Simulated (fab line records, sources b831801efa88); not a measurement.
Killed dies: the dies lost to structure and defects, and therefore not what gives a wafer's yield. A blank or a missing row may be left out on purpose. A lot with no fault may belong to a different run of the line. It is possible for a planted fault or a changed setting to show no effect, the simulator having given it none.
Which tool did it?    flow sky130    Sampling: 11 lots, 33 wafers, 2 of 708 route steps

## WHAT THE GAUGES READ, wafer by wafer
SKY_CAPM_RS_MEAS_03: the measuring method here is four-point-probe. Usual: CAPM_TIN_RS gives 6.94 ohm/sq (standard deviation 0.091).
lot   measured      on             CAPM_TIN_RS (ohm/sq)  flag
L895  day 36 13:16  film_metro-01  6.83 6.84 6.82        
L896  day 37 00:05  film_metro-04  6.98 7.03 6.97        
L905  day 39 08:06  film_metro-01  6.90 6.84 6.83        
L906  day 39 23:00  film_metro-04  7.03 7.00 6.99        
L907  day 40 08:22  film_metro-04  6.88 6.77 6.76        
L908  day 40 12:01  film_metro-04  6.98 6.98 6.98        
L912  day 42 09:01  film_metro-04  7.02 6.93 7.02        
L913  day 42 11:05  film_metro-01  6.93 6.97 6.93        
L915  day 42 13:02  film_metro-02  6.87 6.97 6.93        
L914  day 42 13:26  film_metro-02  6.91 6.93 6.90        
L916  day 42 15:49  film_metro-02  7.00 7.01 7.01        

## WHICH TOOL RAN EACH LOT (tool, then ch and the chambers of the sampled wafers, then the start)
lot   SKY_METAL3_SPUTTER_00
L895  pvd_sputter-04, day 36 12:56
L896  pvd_sputter-01, day 36 23:44
L905  pvd_sputter-01, day 39 07:45
L906  pvd_sputter-03, day 39 22:38
L907  pvd_sputter-03, day 40 07:59
L908  pvd_sputter-04, day 40 11:40
L912  pvd_sputter-03, day 42 08:38
L913  pvd_sputter-04, day 42 10:44
L915  pvd_sputter-04, day 42 12:41
L914  pvd_sputter-03, day 42 13:05
L916  pvd_sputter-03, day 42 15:26
- SKY_METAL3_SPUTTER_00: material Ti, target thk 15 nm, time 10 s.

## AS READ BY THE TOOLS THEMSELVES (means over the sampled wafers that have a number; for cases with no such wafer, the mark the record gives instead)
SKY_METAL3_SPUTTER_00. Usual: throttle_valve_pct 29.9 %, standard deviation 1.4.
lot   tool            throttle_valve_pct (%)  flag
L895  pvd_sputter-04  30.1                    
L896  pvd_sputter-01  30.7                    
L905  pvd_sputter-01  29.8                    
L906  pvd_sputter-03  30.4                    
L907  pvd_sputter-03  29.2                    
L908  pvd_sputter-04  29.3                    
L912  pvd_sputter-03  29.1                    
L913  pvd_sputter-04  29.3                    
L915  pvd_sputter-04  30.2                    
L914  pvd_sputter-03  28.4                    
L916  pvd_sputter-03  29.6                    

## THE ANSWER, worked out from the rows above alone
Rule: take the mean of a lot's wafers that have a number; if it is more than 3 standard deviations from the usual mean, the lot is off. Also off: a lot with no number at a reading for which 4 or more lots have one. Where the step has rows for the other lots, those lots are counted as sound. First the gauges in route order, then the tools' own readings, where a lot's mean is used as printed above. At the first step where some lot is off, the reading lying furthest off is the one used; lots without a number count as furthest.
None of the lots is off at any reading shown; this tells nothing.

## WHAT THE SIMULATOR PUT IN
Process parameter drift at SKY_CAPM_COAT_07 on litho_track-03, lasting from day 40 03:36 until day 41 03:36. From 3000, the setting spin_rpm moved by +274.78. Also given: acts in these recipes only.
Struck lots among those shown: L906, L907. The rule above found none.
